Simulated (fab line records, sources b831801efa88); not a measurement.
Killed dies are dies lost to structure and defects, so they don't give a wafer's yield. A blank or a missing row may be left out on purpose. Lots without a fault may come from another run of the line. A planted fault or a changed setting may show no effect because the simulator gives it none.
Problem report in the 8D (eight disciplines) form, filled by code | flow gf180mcu | the parts of the form that need people (team, actions taken, sign-off) are left out

1. THE PROBLEM
heater_power_total_W at GF_V5_PEB_12 reads a mean of 89.39 W on 6 wafers of 2 lots; wafers without a fault read 85.70 W with a standard deviation of 0.082. That is +45 standard deviations from the usual mean.
The step: peb time 90 s.
First seen on wafer L683.2, day 30 21:37, on litho_track-01. The record holds 39 wafers of 13 lots with a number at this step. Rule for "out", or "out of limits": more than 4 standard deviations from the usual mean. The other wafers with a number count as sound.

2. WHAT IT IS AND WHAT IT IS NOT
question                    | is                     | is not
which readings at this step | heater_power_total_W   | -
which lots                  | L683, L685             | L671, L672, L673, L674, L675, L676, L677, L678, L686, L687, L688
which wafers of those lots  | all that have a number | -
read on which tools         | litho_track-01         | litho_track-03, litho_track-04
when                        | from day 30 21:37      | up to then (24 sound wafers); but 9 sound wafers of L686, L687, L688 came after

3. SUSPECTS, AND WHAT RULES EACH OUT
Counting: a tool at a process step up to the reading stays a suspect if it ran every lot that is out and no sound lot after the first of them.
- litho_track-01 at GF_V5_PEB_12 (peb time 90 s): kept. It ran every lot that is out, first L683 (day 30 21:37), and no sound lot after that; its last sound lot up to then is L678 (day 29 13:53). Its own readings are out on those wafers: heater_power_total_W.
Left after counting: litho_track-01 at GF_V5_PEB_12.

4. THE CAUSE (what the simulator had put in)
Process parameter drift: litho_track-01, from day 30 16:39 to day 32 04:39, at GF_V5_PEB_12. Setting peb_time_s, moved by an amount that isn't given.
Counting left only this tool.

5. THE CHAIN OF EFFECTS, in route order
Each row: a reading whose mean over the struck wafers that have a number lies more than 3 standard deviations from the usual. Only readings for which the record gives a usual standard deviation are gone through. hours: the time from each lot's start at the first step in this table that gives one to its start at this step, as a median over the lots. sigmas: the change in usual standard deviations.
hours | step         | reading              | usual   | on struck wafers | change | sigmas
0     | GF_V5_PEB_12 | heater_power_total_W | 85.70 W | 89.39            | +3.69  | +45
The process steps in it:
- GF_V5_PEB_12: peb time 90 s.
Later measuring or inspecting steps at which every struck wafer that the step has a row for has a number for every such reading, and none has moved that far: GF_V5_CD_MEAS_14.

6. WHAT WOULD HAVE CAUGHT IT SOONER
In this record the first reading out of limits was taken at day 30 21:37, 5 hours after the fault began at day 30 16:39.
